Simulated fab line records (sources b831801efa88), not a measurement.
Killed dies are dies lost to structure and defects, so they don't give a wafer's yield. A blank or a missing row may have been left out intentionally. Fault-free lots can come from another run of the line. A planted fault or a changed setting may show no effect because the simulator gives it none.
A lot that was struck, set against a sound lot -- flow sky130 -- 16 steps out of a route of 708
Sound: these wafers, L605.1, L605.2, L605.3. Struck: wafers L615.1, L615.3, L615.4. Last of all comes the cause.
At each step with rows: each side's tool, then ch and its chambers, then its first start. Under that, the readings that differ: sound wafers -- struck wafers -- difference of the means -- sigmas: that difference in standard deviations of wafers without a fault.
alike: a reading whose means differ by less than 2 such deviations, as well as words and numbers matching on both sides. not compared: withheld readings; readings where some wafer has no value; bounds like >300 that might hide an equal value; numbers whose values overlap and for which the record gives no deviation.
A row with sigmas, a row that says differs or no value, or rows on one side alone: a step with any of these is where the two part. Non-overlapping numbers with no deviation appear without sigmas and do not part them. A reading missing from all wafers of one side parts the sides only when that side holds two or more wafers.

first, 8 steps without rows for these wafers: SKY_METAL1_DEHYDRATE_07 (time 60 s); SKY_METAL1_HMDS_08 (prime time 60 s); SKY_METAL1_COAT_09 (resist thk 60 nm); SKY_METAL1_COAT_10 (resist thk 450 nm); SKY_METAL1_SOFTBAKE_11 (time 87.81 s); SKY_METAL1_EXPOSE_12 (exposes mask MM1, target cd 140 nm); SKY_METAL1_PEB_13; SKY_METAL1_DEVELOP_14 (develop time 60 s).
SKY_METAL1_CD_MEAS_15 targets a cd of 140 nm.
  sound on cd-sem-02 at day 35 20:32; struck on cd-sem-01 at day 38 11:05
  alike: cd-nm
SKY_METAL1_OVL_MEAS_16:
  sound on overlay-01 at day 35 20:40; struck on overlay-01 at day 38 11:13
  alike: METAL1_OVL
SKY_METAL1_DESCUM_17: chemistry O2, time 8 s.
  sound on rie-metal-02 ch 0,1, day 35 20:42; struck on rie-metal-01 ch 0,1, day 38 11:15
  alike: drypump-motor-current-A, oes-product-au
  not compared: rf-hours-counter-h
SKY_METAL1_ETCH_18: etches BARC in N2/H2, stops on SiO2, time 45.9 s, target depth 60 nm.
  sound on rie-metal-02 ch 0,1, day 35 20:44; struck on rie-metal-01 ch 0,1, day 38 11:17
  alike: bias-w, chamber-pressure-mTorr, drypump-motor-current-A, oes-product-au, throttle-valve-pct
  not compared: rf-hours-counter-h
SKY_METAL1_METAL_ETCH_19: etches the open film in Cl2/BCl3, stops on SiO2, target depth 360 nm, time 78 s.
  sound on rie-metal-02 ch 0,1, day 35 20:48; struck on rie-metal-01 ch 0,1, day 38 11:20
  no value came back on the struck wafers for any of 5 readings (bcl3-flow-sccm (sccm), bias-w (W) and others); on the sound wafers bcl3-flow-sccm (sccm) reads 29.92 29.93 30.10
reading,sound,struck,difference,sigmas
model.KrF-thick_of_METAL1_COAT_10.thk-nm (nm),162.3 155.4 160.9,392.9 394.6 395,+234.6,
model.SiO2_of_CONTACT_HDPCVD_02.thk-nm (nm),324.2 323.1 323.6,336.2 337 336.2,+12.8,
  not compared: rf-hours-counter-h
SKY_METAL1_STRIP_20: strips in O2/N2.
  sound on plasma-asher-04 ch 0,1, day 35 20:53; struck on plasma-asher-04 ch 0,1, day 38 11:26
reading,sound,struck,difference,sigmas
oes-product-au (a.u.),0.345 0.347 0.348,0.461 0.451 0.448,+0.107,+21
strip-time-to-endpoint-s (s),2.73 2.67 2.72,5.21 5.23 5.23,+2.52,+61
  alike: drypump-motor-current-A, o2-flow-sccm
  not compared: rf-hours-counter-h
then, 1 step without rows for these wafers: SKY_METAL1_STRIP_21 (strips in post etch residue remover, time 1200 s).
-- the record jumps here: 12 days lie between the struck wafers' starts before and after (it left off in module METAL1 and takes up again in module PAD_OPEN, whose first step shown is number 708 of the route) --
SKY_PAD_OPEN_PROBE_99:
  sound on prober-01 at day 48 09:01; struck on prober-02 at day 50 02:10
reading,sound,struck,difference,sigmas
defect-limited-yield (%),77.4 79.1 84.3,0 0 0,-80,-45
killed_at_M0_to_M3,58 59 44,459 456 440,+398,+56
killed-dies,111 103 77,492 492 492,+395,+43
killed-on-rim,21 22 16,96 96 96,+76,+19
killed-short,57 50 35,33 28 42,-13,-2
sort_bin_5_function (%),13.8 12.2 8.1,93.9 92.9 91.7,+81.5,+58
sort-n-pass,381 389 415,0 0 0,-395,-43
sort-yield-pct (%),77.4 79.1 84.3,0 0 0,-80,-45
  alike: killed_at_M4_up, killed-at-contacts, killed-at-front-end, killed-at-other, killed-open, sort_bin_3_pad_short, sort_bin_6_memory

WHERE THEY PART
Earliest at SKY_METAL1_METAL_ETCH_19; latest, in this record, at SKY_PAD_OPEN_PROBE_99.

WHY: the cause the simulator had injected
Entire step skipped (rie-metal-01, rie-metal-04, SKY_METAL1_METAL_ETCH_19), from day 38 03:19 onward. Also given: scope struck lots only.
